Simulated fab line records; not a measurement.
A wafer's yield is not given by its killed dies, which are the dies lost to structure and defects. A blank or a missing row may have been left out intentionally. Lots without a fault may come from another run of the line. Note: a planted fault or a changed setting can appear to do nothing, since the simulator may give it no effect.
What tool caused it? ; flow sfqLine ; 45 wafers from 15 lots sampled at 3 of the route's 325 steps

== WHAT EACH GAUGE READ, for each wafer ==
SFQ_L0_RS_MEAS_901: a four-point-probe measurement. Usual: L0_MONX_KI_RS typically reads 43.6 ohm/sq, with standard deviation 0.4.
lot;measured;on;L0_MONX_KI_RS (ohm/sq);flag
L975;day 1 12:35;filmMetro-01;43.3 43.1 43.5;
L977;day 1 22:34;filmMetro-04;44.3 44.1 43.6;
L978;day 2 03:35;filmMetro-01;43.4 43.2 43.4;
L979;day 2 08:37;filmMetro-01;43.0 42.7 43.0;
L980;day 2 13:35;filmMetro-04;43.7 43.8 43.9;
L984;day 3 09:36;filmMetro-04;- - -;OFF
L985;day 3 14:35;filmMetro-02;- - -;OFF
L986;day 3 19:37;filmMetro-02;- - -;OFF
L990;day 4 15:36;filmMetro-01;44.0 43.9 43.6;
L991;day 4 20:34;filmMetro-01;44.4 44.3 43.9;
L992;day 5 01:35;filmMetro-04;43.4 43.4 43.0;
L993;day 5 06:36;filmMetro-04;43.0 43.7 43.5;
L996;day 5 21:35;filmMetro-02;43.1 43.1 43.2;
L997;day 6 02:35;filmMetro-02;43.9 43.7 44.1;
L998;day 6 07:34;filmMetro-04;44.0 44.0 43.9;

SFQ_L0_THK_MEAS_902: measures by xrf. Usual: L0_MONX_KI_THK typically reads 39.6 nm, with standard deviation 0.37.
lot;measured;on;L0_MONX_KI_THK (nm);flag
L975;day 1 12:41;filmMetro-01;39.7 39.9 39.4;
L977;day 1 22:41;filmMetro-04;39.1 39.2 39.8;
L978;day 2 03:41;filmMetro-01;39.9 39.9 39.7;
L979;day 2 08:43;filmMetro-01;40.1 40.0 40.2;
L980;day 2 13:41;filmMetro-04;39.7 39.3 39.2;
L984;day 3 09:42;filmMetro-04;<0.0 <0.0 <0.0;OFF
L985;day 3 14:41;filmMetro-02;<0.0 <0.0 <0.0;OFF
L986;day 3 19:43;filmMetro-02;<0.0 <0.0 <0.0;OFF
L990;day 4 15:42;filmMetro-01;39.2 39.5 39.6;
L991;day 4 20:41;filmMetro-01;38.8 38.8 39.3;
L992;day 5 01:41;filmMetro-04;40.0 39.8 40.2;
L993;day 5 06:42;filmMetro-04;40.1 39.7 39.8;
L996;day 5 21:41;filmMetro-02;40.1 39.7 40.0;
L997;day 6 02:41;filmMetro-02;39.2 39.6 39.0;
L998;day 6 07:41;filmMetro-04;39.3 39.3 39.5;

== WHICH TOOL RAN EACH LOT (tool, then ch and the chambers of the sampled wafers, then the start) ==
lot;SFQ_TRILAYER_L0_DEP_SPUTTER_003
L975;pvdSputter-04, day 1 12:29
L977;pvdSputter-03, day 1 22:29
L978;pvdSputter-03, day 2 03:29
L979;pvdSputter-03, day 2 08:29
L980;pvdSputter-04, day 2 13:29
L984;pvdSputter-04, day 3 09:29
L985;pvdSputter-03, day 3 14:29
L986;pvdSputter-04, day 3 19:29
L990;pvdSputter-05, day 4 15:29
L991;pvdSputter-03, day 4 20:29
L992;pvdSputter-03, day 5 01:29
L993;pvdSputter-04, day 5 06:29
L996;pvdSputter-05, day 5 21:29
L997;pvdSputter-03, day 6 02:29
L998;pvdSputter-05, day 6 07:29
- SFQ_TRILAYER_L0_DEP_SPUTTER_003: material MoNx KI, target thk 40 nm, time 100 s.

== WHAT THE TOOLS THEMSELVES READ (means of the sampled wafers that have a number; where no wafer has one, the mark that the record gives instead) ==
SFQ_TRILAYER_L0_DEP_SPUTTER_003. Usual: basePressurePa 1.33e-06 Pa, standard deviation 8.3e-08; cathodeDcPowerW 800.00 W, standard deviation 0.14; throttleValvePct 30.7 %, standard deviation 1.
lot;tool;basePressurePa (Pa);cathodeDcPowerW (W);throttleValvePct (%);flag
L975;pvdSputter-04;1.36e-06;799.98;30.2;
L977;pvdSputter-03;1.36e-06;799.82;30.3;
L978;pvdSputter-03;1.37e-06;799.99;30.7;
L979;pvdSputter-03;1.29e-06;799.97;30.9;
L980;pvdSputter-04;1.28e-06;799.97;31.3;
L984;pvdSputter-04;-;-;-;OFF
L985;pvdSputter-03;-;-;-;OFF
L986;pvdSputter-04;-;-;-;OFF
L990;pvdSputter-05;1.38e-06;799.82;29.7;
L991;pvdSputter-03;1.39e-06;799.85;31.1;
L992;pvdSputter-03;1.22e-06;799.94;31.2;
L993;pvdSputter-04;1.28e-06;800.07;31.5;
L996;pvdSputter-05;1.37e-06;799.89;30.4;
L997;pvdSputter-03;1.35e-06;799.87;30.7;
L998;pvdSputter-05;1.31e-06;800.21;31.0;

== THE ANSWER, worked out from the rows above alone ==
Rule: a lot is off if the mean of its wafers that have a number lies more than 3 standard deviations from the usual mean. A lot without any number at a reading at which 4 lots or more have one is off too. Any other lot the step has rows for is counted as sound. The gauges are gone through in route order, then the tools' own readings, and for those a lot's mean is taken as printed above. The first step at which some lot is off is used, and at that step the reading that is off furthest; a lot without a number counts as furthest.
Off: L984, L985, L986, seen at SFQ_L0_RS_MEAS_901 (L0_MONX_KI_RS). Without a number there: L984, L985, L986.
If a tool, at a process step before that reading, ran all the lots that are off and no sound lot after the first of them, it fits. Not tried: the gauges at SFQ_L0_RS_MEAS_901; whatever is off there is also off at SFQ_TRILAYER_L0_DEP_SPUTTER_003, on other tools, and gauge error can't account for it. Of those tried, none fits.

== WHAT THE SIMULATOR HAD INSERTED ==
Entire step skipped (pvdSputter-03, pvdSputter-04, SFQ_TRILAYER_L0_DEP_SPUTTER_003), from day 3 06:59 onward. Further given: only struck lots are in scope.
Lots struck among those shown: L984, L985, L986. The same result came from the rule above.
